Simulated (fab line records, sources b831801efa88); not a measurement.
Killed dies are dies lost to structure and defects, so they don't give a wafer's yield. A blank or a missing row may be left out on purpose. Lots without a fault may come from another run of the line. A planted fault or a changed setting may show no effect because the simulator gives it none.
A struck lot beside a sound one | flow sfq_line | 14 steps out of a route of 325
Sound: wafers L868.1, L868.4, L868.5. Struck: wafers L879.4, L879.5, L879.6. The cause comes at the end.
At each step with rows: each side's tool, then ch and its chambers, then its first start. Under that, the readings that differ: sound wafers | struck wafers | difference of the means | sigmas: that difference in standard deviations of wafers without a fault.
alike: readings whose means differ by less than 2 such deviations, and words and numbers that are the same on both sides. not compared: withheld readings, readings that some wafer has no value for, bounds like >300 that may hide the same value, and numbers for which the record gives no deviation and whose values overlap.
The two part at a step that has a row with sigmas, a row that says differs or no value, or rows on one side only. Numbers that don't overlap but have no deviation are shown without sigmas and don't part them. A reading that every wafer of one side lacks parts them only if that side has two wafers or more.

first, 6 steps without rows for these wafers: SFQ_TRILAYER_M1_LITHO_COAT_044 (resist thk 62 nm); SFQ_TRILAYER_M1_LITHO_COAT_039 (resist thk 600 nm); SFQ_TRILAYER_M1_LITHO_SOFTBAKE_043; SFQ_TRILAYER_M1_LITHO_EXPOSE_040 (exposes mask M1, target cd 500 nm); SFQ_TRILAYER_M1_LITHO_PEB_042 (peb time 60 s); SFQ_TRILAYER_M1_LITHO_DEVELOP_041 (time 60 s).
SFQ_M1_OVL_MEAS_911:
  sound on overlay-02, day 18 04:34; struck on overlay-02, day 24 23:11
  reading     | sound     | struck | difference | sigmas
  M1_OVL (nm) | -2 -8 -12 | -1 1 4 | +9         | +2
SFQ_TRILAYER_M1_BARC_OPEN_METAL_ETCH_054: etches BARC in O2, target depth 125 nm, time 41.7 s.
  sound on rie_metal-04 ch 0,1, day 18 04:36; struck on rie_metal-04 ch 0,1, day 24 23:13
  alike: bias_w, drypump_motor_current_A, oes_product_au
  not compared: rf_hours_counter_h
SFQ_TRILAYER_M1_ETCH_METAL_ETCH_042: etches Nb in Cl2/Ar, stops on SiO2, target depth 240 nm, time 120 s.
  sound on rie_metal-04 ch 0,1, day 18 04:40; struck on rie_metal-04 ch 0,1, day 24 23:19
  alike: bias_w, drypump_motor_current_A, oes_product_au
  not compared: rf_hours_counter_h
SFQ_TRILAYER_M1_STRIP_STRIP_043: strips in O2.
  sound on rie_metal-04 ch 0,1, day 18 04:47; struck on rie_metal-04 ch 0,1, day 24 23:35
  alike: drypump_motor_current_A, oes_product_au
  not compared: rf_hours_counter_h
then, 1 step without rows for these wafers: SFQ_TRILAYER_M1_STRIP_SOLV_CLEAN_044 (cleans in NMP, time 600 s).
SFQ_TRILAYER_I1_DEP_PECVD_045: deposits SiO2 from SiH4/N2O, time 111.11 s, target thk 500 nm.
  sound on pecvd-01 ch 0,1, day 18 05:34; struck on pecvd-01 ch 0,1,2, day 25 00:12
  reading                                             | sound             | struck            | difference | sigmas
  rf_fwd_power_W (W)                                  | 182.7 182.0 182.4 | 210.7 211.7 211.0 | +28.8      | +44
  model.SiO2_of_TRILAYER_I1_DEP_PECVD_045.thk_nm (nm) | 497.2 508.1 494.6 | 536.9 526.5 532   | +31.8      |
  alike: chamber_pressure_Torr, heater_power_w, throttle_valve_pct
  not compared: since_wet_clean_h
SFQ_TRILAYER_I1_CMP_CMP_046: polishes SiO2.
  sound on cmp-01 ch 0,1,2, day 18 06:08; struck on cmp-01 ch 0,3, day 25 00:44
  reading                | sound       | struck      | difference | sigmas
  time_to_endpoint_s (s) | 206 219 205 | 238 236 244 | +29        | +5
  alike: motor_current_A, slurry_filter_dp_kPa
SFQ_I1_BOW_MEAS_912:
  sound on film_metro-04, day 18 08:38; struck on film_metro-03, day 25 03:18
  alike: I1_BOW

WHERE THEY PART
First at SFQ_M1_OVL_MEAS_911; last, within this record, at SFQ_TRILAYER_I1_CMP_CMP_046. Later steps at which nothing parts them and some readings are alike: SFQ_I1_BOW_MEAS_912.

WHY: what the simulator had put in
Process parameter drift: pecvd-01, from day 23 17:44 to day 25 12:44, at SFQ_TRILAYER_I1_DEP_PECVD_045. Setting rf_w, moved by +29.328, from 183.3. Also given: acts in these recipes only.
